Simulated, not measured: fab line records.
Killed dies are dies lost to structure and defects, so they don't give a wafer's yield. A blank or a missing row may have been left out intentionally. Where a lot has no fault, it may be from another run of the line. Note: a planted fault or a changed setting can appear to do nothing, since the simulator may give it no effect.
What tool caused it? | flow gf180mcu | 12 lots, 36 wafers sampled, at 1 step of a route of 602

WHAT EACH GAUGE READ, for each wafer
GF_PSD_RS_MEAS_15: uses a four-point probe to measure.
lot  | measured     | on            | PSD_RS (ohm/sq)
L075 | day 14 12:25 | film metro-01 | 108.4 108.3 109.0
L077 | day 15 01:43 | film metro-01 | 108.7 108.6 108.4
L079 | day 16 03:49 | film metro-03 | 108.6 108.4 108.5
L081 | day 16 18:49 | film metro-03 | 109.0 109.2 108.9
L083 | day 17 22:04 | film metro-01 | 108.2 108.3 108.3
L086 | day 18 14:13 | film metro-03 | 109.2 108.2 108.7
L087 | day 19 06:05 | film metro-03 | 108.8 108.9 108.9
L089 | day 19 16:25 | film metro-01 | 108.6 108.9 109.0
L091 | day 20 12:23 | film metro-03 | 108.8 108.6 109.0
L094 | day 21 07:50 | film metro-04 | 109.0 109.2 108.5
L095 | day 21 15:34 | film metro-01 | 108.1 107.8 107.8
L097 | day 22 05:09 | film metro-01 | 108.4 108.8 108.7

EACH LOT AND THE TOOL THAT RAN IT (in order: tool; ch and the chambers of the sampled wafers; start)
There is no process step in the record ahead of these readings.

THE ANSWER, worked out from the rows above alone
Rule: the usual values come from the lots themselves. Put in order of their means at a reading, lots are off if they are a third of the lots or fewer, leave a main group of 4 or more, and stand apart from it by a gap of 3 or more times the standard deviation of the main group's means; of several such gaps the widest counts. Not used: any main group whose means are identical at the precision the tables above print for the reading. Also off: a lot with no number at a reading for which 4 or more lots have one. Any other lot the step has rows for is counted as sound.
Nothing can be told from this: no lot is off at any reading shown.

WHAT THE SIMULATOR HAD INSERTED
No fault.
